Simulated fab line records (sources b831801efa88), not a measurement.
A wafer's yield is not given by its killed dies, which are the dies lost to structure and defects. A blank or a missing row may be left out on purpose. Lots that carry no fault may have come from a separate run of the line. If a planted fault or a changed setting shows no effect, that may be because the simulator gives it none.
A lot that was struck, set against a sound lot :: flow sky130 :: 15 steps out of a route of 708
Sound: these wafers, L216.1, L216.3, L216.5. The struck wafers were L226.3, L226.5, L226.6. The cause comes at the end.
Order at every step that has rows: each side's tool, ch and its chambers, its first start. Under that, the readings that differ: sound wafers :: struck wafers :: difference of the means :: sigmas: that difference in standard deviations of wafers without a fault.
alike: a reading whose means differ by less than 2 such deviations, as well as words and numbers matching on both sides. not compared: withheld readings; readings where some wafer has no value; bounds like >300 that might hide an equal value; numbers whose values overlap and for which the record gives no deviation.
Wherever a step has rows on one side only, a row that says differs or no value, or a row with sigmas, the two part there. Numbers that don't overlap but have no deviation are shown without sigmas and don't part them. Lack of a reading on every wafer of one side parts them only where that side has two or more wafers.

first, 5 steps without rows for these wafers: SKY_LDD_N_COAT_02 (resist thk 300 nm); SKY_LDD_N_SOFTBAKE_03 (time 60 s); SKY_LDD_N_EXPOSE_04 (exposes mask NTM, target cd 840 nm); SKY_LDD_N_PEB_05; SKY_LDD_N_DEVELOP_06 (develop time 60 s).
SKY_LDD_N_OVL_MEAS_07:
  sound: overlay-02 at day 20 14:42; struck: overlay-01 at day 24 00:18
  alike: LDD_N_OVL
then, 6 steps without rows for these wafers: SKY_LDD_N_IMPLANT_08; SKY_LDD_N_IMPLANT_09; SKY_LDD_N_IMPLANT_10; SKY_LDD_N_IMPLANT_11; SKY_LDD_N_IMPLANT_12; SKY_LDD_N_IMPLANT_13.
SKY_LDD_N_IMPLANT_14:
  sound on implanter-04 ch 0, day 20 15:38; struck on implanter-04 ch 0, day 24 01:16
reading: doseIonsCm2
sound: 4.987e+12 4.986e+12 4.993e+12
struck: 5.166e+12 5.174e+12 5.166e+12
difference: +1.800e+11
sigmas: +30
  alike: endStationPressureTorr
then, 1 step without rows for these wafers: SKY_LDD_N_IMPLANT_15.
-- the record jumps here: 26 days lie between the struck wafers' starts before and after (it left off in module LDD_N and takes up again in module PAD_OPEN, whose first step shown is number 708 of the route) --
SKY_PAD_OPEN_PROBE_99:
  only the struck wafers here have rows in the record (prober-01, day 49 18:58); the sound ones have none

WHERE THEY PART
Last at SKY_PAD_OPEN_PROBE_99 as far as this record goes, first at SKY_LDD_N_IMPLANT_14.

WHY: what the simulator had put in
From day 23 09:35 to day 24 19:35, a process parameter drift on implanter-04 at SKY_LDD_N_IMPLANT_14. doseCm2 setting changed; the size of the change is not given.
